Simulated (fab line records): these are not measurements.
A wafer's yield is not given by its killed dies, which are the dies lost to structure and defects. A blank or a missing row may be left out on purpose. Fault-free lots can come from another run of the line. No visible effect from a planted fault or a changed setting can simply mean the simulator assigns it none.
2 desks looking at one fault	flow sfq line	every desk sees just its own numbers, and what lay behind them comes last

== METROLOGY DESK ==
Means of the sampled wafers that have a number, per lot and without regard to the tool the lot ran on: this is what the gauges read. Any lot whose mean is over 4 standard deviations away from the usual mean is out of limits and marked OUT; that distance is given in the brackets.
Columns: A = M8_OVL at SFQ_M8_OVL_MEAS_948, usual -4 nm
lot	first seen here	A
L647	day 75 12:02	-7
L648	day 75 14:27	-7
L649	day 75 15:38	-10
L650	day 75 21:38	-2
L651	day 76 00:03	-8
L652	day 76 02:26	-4
L654	day 76 07:14	-11
L656	day 83 06:04	-2
L657	day 83 07:16	1
L658	day 83 09:40	-12
L666	day 85 20:14	5
L668	day 86 09:26	-2
L669	day 86 10:46	0
This desk's finding: nothing out of limits on any of the 13 lots.

== DESK OF THE TOOL OWNER: pecvd-04 ==
The tool's own readings at SFQ_TRILAYER_I2_DEP_PECVD_063 (deposits SiO2 from SiH4/N2O, time 111.11 s, target thk 500 nm): means of the sampled wafers that have a number, for each lot that ran on this tool. Any lot whose mean is over 4 standard deviations away from the usual mean is out of limits and marked OUT; that distance is given in the brackets.
Columns: A = heater power w at SFQ_TRILAYER_I2_DEP_PECVD_063, usual 82 W; B = rf fwd power W at SFQ_TRILAYER_I2_DEP_PECVD_063, usual 182.2 W; C = showerhead vpp V at SFQ_TRILAYER_I2_DEP_PECVD_063, usual 853 V; D = throttle valve pct at SFQ_TRILAYER_I2_DEP_PECVD_063, usual 24.6 %
lot	first seen here	A	B	C	D
L654	day 33 00:29	87	181.7	864	24.3
L656	day 33 07:17	83	182.0	840	24.7
L658	day 34 08:29	80	181.7	846	24.9
L666	day 43 16:33	73	206.0 (+39) OUT	923	25.1
This desk finds L666 out of limits, L666 being first, at day 43 16:33 (rf fwd power W at SFQ_TRILAYER_I2_DEP_PECVD_063). Within limits: L654, L656, L658.

== BROUGHT TOGETHER ==
At day 43 16:33, on L666, the tool owner's desk was in a position to raise an alarm.
Nothing out of limits was seen by the metrology desk.
The metrology desk has L666 on record, within its limits.
On pecvd-04, each named lot ran SFQ_TRILAYER_I2_DEP_PECVD_063.

== WHAT THE SIMULATOR HAD PUT IN ==
pecvd-04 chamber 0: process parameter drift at SFQ_TRILAYER_I2_DEP_PECVD_063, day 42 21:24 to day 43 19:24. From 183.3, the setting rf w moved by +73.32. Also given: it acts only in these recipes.
Shown lots that were struck: L666.
Delay in hours, fault start to first out-of-limits reading, by desk: the tool owner's desk at 19.
